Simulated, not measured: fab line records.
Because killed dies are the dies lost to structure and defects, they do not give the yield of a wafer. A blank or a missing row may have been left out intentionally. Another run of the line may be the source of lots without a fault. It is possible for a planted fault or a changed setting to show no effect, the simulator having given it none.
Chamber matching / flow gf180mcu / GF_V5_CVD_02 on pecvd-03: 3 sister chambers
The step deposits SiO2 from TEOS, target thk 1450 nm, time 163.28 s. 16 wafers are shown with their chamber, then 8 later ones without.

== WAFERS PAIRED WITH THEIR CHAMBERS ==
wafer=L075.1; chamber=1; heater power w (W)=493
wafer=L075.4; chamber=1; heater power w (W)=408
wafer=L075.6; chamber=1; heater power w (W)=483
wafer=L082.1; chamber=2; heater power w (W)=747
wafer=L082.5; chamber=1; heater power w (W)=406
wafer=L082.6; chamber=2; heater power w (W)=653
wafer=L083.2; chamber=0; heater power w (W)=785
wafer=L083.3; chamber=2; heater power w (W)=804
wafer=L083.6; chamber=2; heater power w (W)=642
wafer=L084.2; chamber=2; heater power w (W)=755
wafer=L084.4; chamber=1; heater power w (W)=511
wafer=L084.6; chamber=0; heater power w (W)=750
wafer=L085.4; chamber=1; heater power w (W)=509
wafer=L085.5; chamber=2; heater power w (W)=636
wafer=L085.6; chamber=0; heater power w (W)=744
wafer=L086.2; chamber=0; heater power w (W)=752

SIGNATURES, as means of the wafers listed above
reading=heater power w; chamber 0=757.75; chamber 1=468.33; chamber 2=706.17; scatter within a chamber=54.3
Rule: distance of a wafer from a chamber = root of the sum over the readings of ((wafer's reading minus chamber's mean) / reading's scatter) squared. The wafer belongs to the nearest chamber; if the next one is less than 2 further off, it can't be placed. The scatter: take each reading less its chamber's mean, square it, sum over the shown wafers, divide by the number of wafers less the number of chambers, and take the root.

== WAFERS MISSING THEIR CHAMBER ==
wafer=L086.4; heater power w (W)=414
wafer=L086.5; heater power w (W)=792
wafer=L089.1; heater power w (W)=758
wafer=L089.3; heater power w (W)=524
wafer=L089.4; heater power w (W)=639
wafer=L090.1; heater power w (W)=788
wafer=L090.3; heater power w (W)=719
wafer=L090.6; heater power w (W)=528

== WHICH CHAMBER EACH ONE RAN IN ==
wafer=L086.4; from the rows above=1; in truth=1
wafer=L086.5; from the rows above=can't be placed: 0 or 2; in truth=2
wafer=L089.1; from the rows above=can't be placed: 0 or 2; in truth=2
wafer=L089.3; from the rows above=1; in truth=1
wafer=L089.4; from the rows above=can't be placed: 2 or 0 or 1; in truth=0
wafer=L090.1; from the rows above=can't be placed: 0 or 2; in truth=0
wafer=L090.3; from the rows above=can't be placed: 2 or 0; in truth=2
wafer=L090.6; from the rows above=1; in truth=1
Placed correctly: 3 of 8. Can't be placed from these rows: 5 (the true chamber is among the candidates in 5). Number placed wrongly: 0.
